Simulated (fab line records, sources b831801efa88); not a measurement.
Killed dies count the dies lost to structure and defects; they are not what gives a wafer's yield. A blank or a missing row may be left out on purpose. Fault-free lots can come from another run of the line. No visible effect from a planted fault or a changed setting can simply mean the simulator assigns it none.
Struck lot and sound lot, side by side / flow sky130 / 31 out of 708 route steps
Sound: these wafers, L629.1, L629.2, L629.6. Struck: wafer L641.6; the same lot's L641.5 was not struck, so it is left out; see the end for the cause.
Per side, at each step with rows, come the tool, then ch with its chambers, and then its first start. Under that, the readings that differ: sound wafers / struck wafers / difference of the means / sigmas: that difference in standard deviations of wafers without a fault.
alike: readings with means less than 2 such deviations apart, plus words and numbers identical on both sides. not compared: withheld readings, readings lacking a value on some wafer, bounds such as >300 that could conceal the same value, and numbers that have no deviation in the record and whose values overlap.
A row with sigmas, a row that says differs or no value, or rows on one side alone: a step with any of these is where the two part. Numbers that don't overlap but have no deviation are shown without sigmas and don't part them. Lack of a reading on every wafer of one side parts them only where that side has two or more wafers.

SKY_LI_CONTACT_OVL_MEAS_13:
  struck on overlay-02, day 35 18:07; sound on overlay-02, day 30 21:24
  alike: LI_CONTACT_OVL
SKY_LI_CONTACT_ETCH_14: etches BARC in N2/H2, stops on SiO2, time 45.9 s, target depth 60 nm.
  sound on rie-diel-03 ch 1,2,3, day 30 21:26; struck on rie-diel-03 ch 3, day 35 18:08
  alike: drypump-motor-current-A, oes-product-au, throttle-valve-pct
  not compared: rf-hours-counter-h
SKY_LI_CONTACT_ETCH_15: etches PSG in C4F8/O2/Ar, stops on Si, target depth 600 nm.
  sound on rie-diel-03 ch 1,2,3, day 30 21:29; struck on rie-diel-03 ch 3, day 35 18:12
  alike: oes-product-au
SKY_LI_CONTACT_STRIP_16: strips in O2/N2.
  sound on plasma-asher-02 ch 0,1, day 30 21:34; struck on plasma-asher-03 ch 0, day 35 18:19
reading=o2-flow-sccm (sccm); sound=2999 3004 2995; struck=3019; difference=+20; sigmas=+2
  alike: drypump-motor-current-A, oes-product-au, strip-time-to-endpoint-s
  not compared: rf-hours-counter-h
then, 3 steps without rows for these wafers: SKY_LI_CONTACT_CLEAN_17 (cleans in NMP, time 600 s); SKY_LI_CONTACT_PRE_CLEAN_18 (time 5.6 s); SKY_LI_CONTACT_SPUTTER_19 (material Ti, target thk 20 nm, time 106.37 s).
SKY_LI_CONTACT_SPUTTER_20: material TiN, target thk 20 nm, time 80 s.
  struck on pvd-sputter-02, day 35 18:41; sound on pvd-sputter-01, day 30 21:56
  alike: throttle-valve-pct
then, 1 step without rows for these wafers: SKY_LI_CONTACT_CVD_21 (deposits W, target thk 400 nm, time 120.56 s).
SKY_LI_CONTACT_RS_MEAS_22: the measuring method here is four-point-probe.
  struck on film-metro-02, day 35 18:55; sound on film-metro-03, day 30 22:07
  alike: LI_CONTACT_W_RS
SKY_LI_CONTACT_THK_MEAS_23: measures by xrf.
  struck on film-metro-02, day 35 19:00; sound on film-metro-03, day 30 22:14
  alike: LI_CONTACT_W_THK
then, 1 step without rows for these wafers: SKY_LI_CONTACT_CMP_24 (polishes, stops on PSG, t overpolish 20 s, target thk 0 nm).
SKY_LOCAL_INTERCONNECT_SPUTTER_00: material TiN, target thk 100 nm, time 83.3 s.
  struck on pvd-sputter-03, day 35 19:21; sound on pvd-sputter-02, day 30 22:36
reading=model.TiN_of_LOCAL_INTERCONNECT_SPUTTER_00.thk-nm (nm); sound=100.8 99.12 101.3; struck=102.5; difference=+2.1; sigmas=
  alike: throttle-valve-pct
SKY_LOCAL_INTERCONNECT_RS_MEAS_01: the measuring method here is four-point-probe.
  struck on film-metro-02, day 35 19:28; sound on film-metro-02, day 30 22:40
reading=LOCAL_INTERCONNECT_TIN_RS (ohm/sq); sound=14.04 14.28 13.96; struck=13.74; difference=-0.35; sigmas=-2
SKY_LOCAL_INTERCONNECT_THK_MEAS_02: measures by xrf.
  struck on film-metro-02, day 35 19:33; sound on film-metro-02, day 30 22:47
reading=LOCAL_INTERCONNECT_TIN_THK (nm); sound=100.7 98.2 100.5; struck=102.4; difference=+2.6; sigmas=+2
then, 8 steps without rows for these wafers: SKY_LOCAL_INTERCONNECT_DEHYDRATE_03 (time 60 s); SKY_LOCAL_INTERCONNECT_HMDS_04 (prime time 60 s); SKY_LOCAL_INTERCONNECT_COAT_05 (resist thk 60 nm); SKY_LOCAL_INTERCONNECT_COAT_06 (resist thk 450 nm); SKY_LOCAL_INTERCONNECT_SOFTBAKE_07 (time 90 s); SKY_LOCAL_INTERCONNECT_EXPOSE_08 (exposes mask LI1M, target cd 170 nm); SKY_LOCAL_INTERCONNECT_PEB_09; SKY_LOCAL_INTERCONNECT_DEVELOP_10 (develop time 60 s).
SKY_LOCAL_INTERCONNECT_CD_MEAS_11 targets a cd of 170 nm.
  struck on cd-sem-02, day 36 22:28; sound on cd-sem-02, day 32 05:50
  alike: cd-nm
SKY_LOCAL_INTERCONNECT_OVL_MEAS_12:
  struck on overlay-02, day 36 22:32; sound on overlay-02, day 32 05:58
  alike: LOCAL_INTERCONNECT_OVL
SKY_LOCAL_INTERCONNECT_ETCH_13: etches BARC in N2/H2, stops on SiO2, time 45.9 s, target depth 60 nm.
  sound on rie-metal-04 ch 0,1, day 32 06:00; struck on rie-metal-04 ch 1, day 36 22:35
  alike: drypump-motor-current-A, oes-product-au, throttle-valve-pct
  not compared: rf-hours-counter-h
SKY_LOCAL_INTERCONNECT_METAL_ETCH_14: etches TiN in Cl2/BCl3, stops on PSG, target depth 110 nm, time 31.4 s.
  sound on rie-metal-04 ch 0,1, day 32 06:04; struck on rie-metal-04 ch 1, day 36 22:38
reading=oes-product-au (a.u.); sound=0.949 0.931 0.950; struck=0.960; difference=+0.017; sigmas=+2
reading=model.etch.depth-nm (nm); sound=100.8 99.12 101.3; struck=102.5; difference=+2.1; sigmas=
reading=model.LOCAL_INTERCONNECT.feature-depth-nm (nm); sound=100.8 99.12 101.3; struck=102.5; difference=+2.1; sigmas=
  alike: drypump-motor-current-A, throttle-valve-pct
  not compared: rf-hours-counter-h
then, 1 step without rows for these wafers: SKY_LOCAL_INTERCONNECT_STRIP_15 (strips in O2/N2).
SKY_LOCAL_INTERCONNECT_STRIP_16: strips in post etch residue remover, time 1200 s.
  sound on wet-bench-01 ch 3, day 32 06:13; struck on wet-bench-04 ch 3, day 36 22:45
reading=model.TiN_of_LOCAL_INTERCONNECT_SPUTTER_00.thk-nm (nm); sound=100.4 98.7 100.9; struck=102.1; difference=+2.1; sigmas=
then, 1 step without rows for these wafers: SKY_LOCAL_INTERCONNECT_CLEAN_17 (cleans in IPA, time 180 s).
-- a jump in the record: the struck wafers' starts before and after are 14 days apart (it breaks off in module LOCAL_INTERCONNECT and resumes in module PAD_OPEN, where the first step shown is number 708 of the route) --
SKY_PAD_OPEN_PROBE_99:
  struck on prober-01, day 51 01:25; sound on prober-01, day 47 15:36
reading=killed_at_M0_to_M3; sound=46 41 49; struck=23; difference=-22; sigmas=-3
reading=killed-dies; sound=85 91 92; struck=71; difference=-18; sigmas=-2
reading=killed-open; sound=57 43 60; struck=40; difference=-13; sigmas=-2
reading=model.etest.res-li.rs-ohm-sq; sound=12.66 12.99 12.58; struck=12.39; difference=-0.35; sigmas=
  alike: killed_at_M4_up, killed-at-contacts, killed-at-front-end, killed-at-other, killed-short
  not compared: model.etest.res-li.line-ohm-um

== WHERE THEY PART ==
At SKY_LI_CONTACT_STRIP_16 first; at SKY_PAD_OPEN_PROBE_99 last (within this record only).

WHY: the cause the simulator had injected
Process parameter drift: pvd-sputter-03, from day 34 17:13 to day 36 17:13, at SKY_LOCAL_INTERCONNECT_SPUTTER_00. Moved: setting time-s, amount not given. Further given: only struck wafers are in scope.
